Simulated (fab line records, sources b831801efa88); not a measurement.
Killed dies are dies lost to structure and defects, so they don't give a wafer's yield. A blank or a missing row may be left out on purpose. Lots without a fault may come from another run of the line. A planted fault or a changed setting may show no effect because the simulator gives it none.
Problem report in the 8D (eight disciplines) form, filled by code | flow sfq_line | the parts of the form that need people (team, actions taken, sign-off) are left out

1. THE PROBLEM
head_pressure_psi at SFQ_TRILAYER_I3_CMP_CMP_082 reads a mean of 3.372 psi on 6 wafers of 2 lots; wafers without a fault read 2.999 psi with a standard deviation of 0.0065. That is +57 standard deviations from the usual mean.
The step: polishes SiO2.
First seen on wafer L998.4, day 32 21:50, on cmp-01. The record holds 42 wafers of 14 lots with a number at this step. Rule for "out", or "out of limits": more than 4 standard deviations from the usual mean. The other wafers with a number count as sound.

2. WHAT IT IS AND WHAT IT IS NOT
question                    | is                     | is not
which readings at this step | head_pressure_psi      | -
which lots                  | L998, L999             | L109, L110, L111, L113, L114, L115, L116, L117, L994, L995, L996, L997
which wafers of those lots  | all that have a number | -
read on which tools         | cmp-01                 | cmp-02
when                        | from day 32 21:50      | up to then (12 sound wafers); but 24 sound wafers of L109, L110, L111, L113, L114, L115, L116, L117 came after

3. SUSPECTS, AND WHAT RULES EACH OUT
Counting: a tool at a process step up to the reading stays a suspect if it ran every lot that is out and no sound lot after the first of them.
- cmp-01 at SFQ_TRILAYER_I3_CMP_CMP_082 (polishes SiO2): ruled out as a lasting fault. Sound lots L109, L111, L114, L115 ran on it after its first lot that is out, L998 (day 32 21:50).
Left after counting: nothing in the record.

4. THE CAUSE (what the simulator had put in)
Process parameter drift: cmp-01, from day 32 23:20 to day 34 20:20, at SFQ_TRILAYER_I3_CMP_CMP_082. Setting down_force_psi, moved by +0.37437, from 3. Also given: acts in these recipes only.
Counting ruled it out, wrongly.

5. THE CHAIN OF EFFECTS, in route order
Each row: a reading whose mean over the struck wafers that have a number lies more than 3 standard deviations from the usual. Only readings for which the record gives a usual standard deviation are gone through. hours: the time from each lot's start at the first step in this table that gives one to its start at this step, as a median over the lots. sigmas: the change in usual standard deviations.
hours | step                        | reading            | usual     | on struck wafers | change | sigmas
0     | SFQ_TRILAYER_I3_CMP_CMP_082 | head_pressure_psi  | 2.999 psi | 3.372            | +0.373 | +57
0     | SFQ_TRILAYER_I3_CMP_CMP_082 | time_to_endpoint_s | 213 s     | 192              | -21    | -3.0
The process steps in it:
- SFQ_TRILAYER_I3_CMP_CMP_082: polishes SiO2.

6. WHAT WOULD HAVE CAUGHT IT SOONER
In this record the first reading out of limits was taken at day 32 21:50.
